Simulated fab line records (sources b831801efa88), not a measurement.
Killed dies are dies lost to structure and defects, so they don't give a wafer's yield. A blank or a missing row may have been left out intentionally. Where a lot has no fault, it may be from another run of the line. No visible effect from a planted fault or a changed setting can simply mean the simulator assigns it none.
Struck lot and sound lot, side by side ; flow sky130 ; 17 out of 708 route steps
Sound: these wafers, L998.1, L998.2, L998.5. Wafers struck: L102.1, L102.2, L102.5. The cause comes at the end.
Each step with rows lists, per side, the tool, then ch with its chambers, then its first start. Under that, the readings that differ: sound wafers ; struck wafers ; difference of the means ; sigmas: that difference in standard deviations of wafers without a fault.
alike: words and numbers the same on both sides, and readings whose means are apart by under 2 such deviations; not compared: readings that were withheld, readings missing a value for some wafer, numbers with overlapping values and no deviation given by the record, and bounds like >300 which may hide the same value.
The two part at a step that has a row with sigmas, a row that says differs or no value, or rows on one side only. Non-overlapping numbers with no deviation appear without sigmas and do not part them. Lack of a reading on every wafer of one side parts them only where that side has two or more wafers.

first, 3 steps without rows for these wafers: SKY_METAL4_CLEAN_21 (cleans in IPA, time 180 s); SKY_METAL4_CLEAN_22 (cleans in O3/DIW); SKY_VIA4_HDPCVD_00 (deposits SiO2, target thk 1750 nm, time 298 s).
SKY_VIA4_THK_MEAS_01:
  struck on film metro-03, day 44 20:07; sound on film metro-01, day 43 19:30
  alike: VIA4_HDPCVD_THK
SKY_VIA4_CMP_02: polishes SiO2.
  sound on cmp-01 ch 1,2,3, day 43 19:40; struck on cmp-02 ch 0,3, day 44 20:10
  alike: motor current A, slurry filter dp kPa
SKY_VIA4_BOW_MEAS_03:
  struck on film metro-01, day 44 20:28; sound on film metro-02, day 43 19:52
  alike: VIA4_BOW
then, 6 steps without rows for these wafers: SKY_VIA4_DEHYDRATE_04 (time 60 s); SKY_VIA4_HMDS_05 (prime time 60 s); SKY_VIA4_COAT_06 (resist thk 1140 nm); SKY_VIA4_SOFTBAKE_07 (time 60 s); SKY_VIA4_EXPOSE_08 (exposes mask VIM4, target cd 800 nm); SKY_VIA4_PEB_09.
SKY_VIA4_DEVELOP_10: develop time 60 s.
  sound on litho track-01 ch 0, day 44 18:37; struck on litho track-02 ch 0, day 45 18:13
  alike: resist line temp C
SKY_VIA4_OVL_MEAS_11:
  struck on overlay-01, day 45 18:22; sound on overlay-02, day 44 18:46
  alike: VIA4_OVL
SKY_VIA4_ETCH_12: etches SiO2 in C4F8/O2/Ar, stops on TiN, target depth 580 nm.
  sound on rie diel-03 ch 0,2,3, day 44 18:48; struck on rie diel-02 ch 0,1,2, day 45 18:23
reading;sound;struck;difference;sigmas
model.VIA4.cd nm (nm);802.1 803.3 802.6;813.2 815.9 812.3;+11.1;
  alike: bias w, oes product au
SKY_VIA4_STRIP_13: strips in O2/N2.
  sound on plasma asher-02 ch 0,1, day 44 18:52; struck on plasma asher-04 ch 0,1, day 45 18:28
  alike: drypump motor current A, oes product au, strip time to endpoint s
  not compared: rf hours counter h
SKY_PAD_OPEN_PROBE_99:
  sound wafers here have rows in the record (prober-01, day 47 14:47); struck ones have none

== WHERE THEY PART ==
Only at SKY_PAD_OPEN_PROBE_99, as far as this record shows.

WHY: what the simulator had put in
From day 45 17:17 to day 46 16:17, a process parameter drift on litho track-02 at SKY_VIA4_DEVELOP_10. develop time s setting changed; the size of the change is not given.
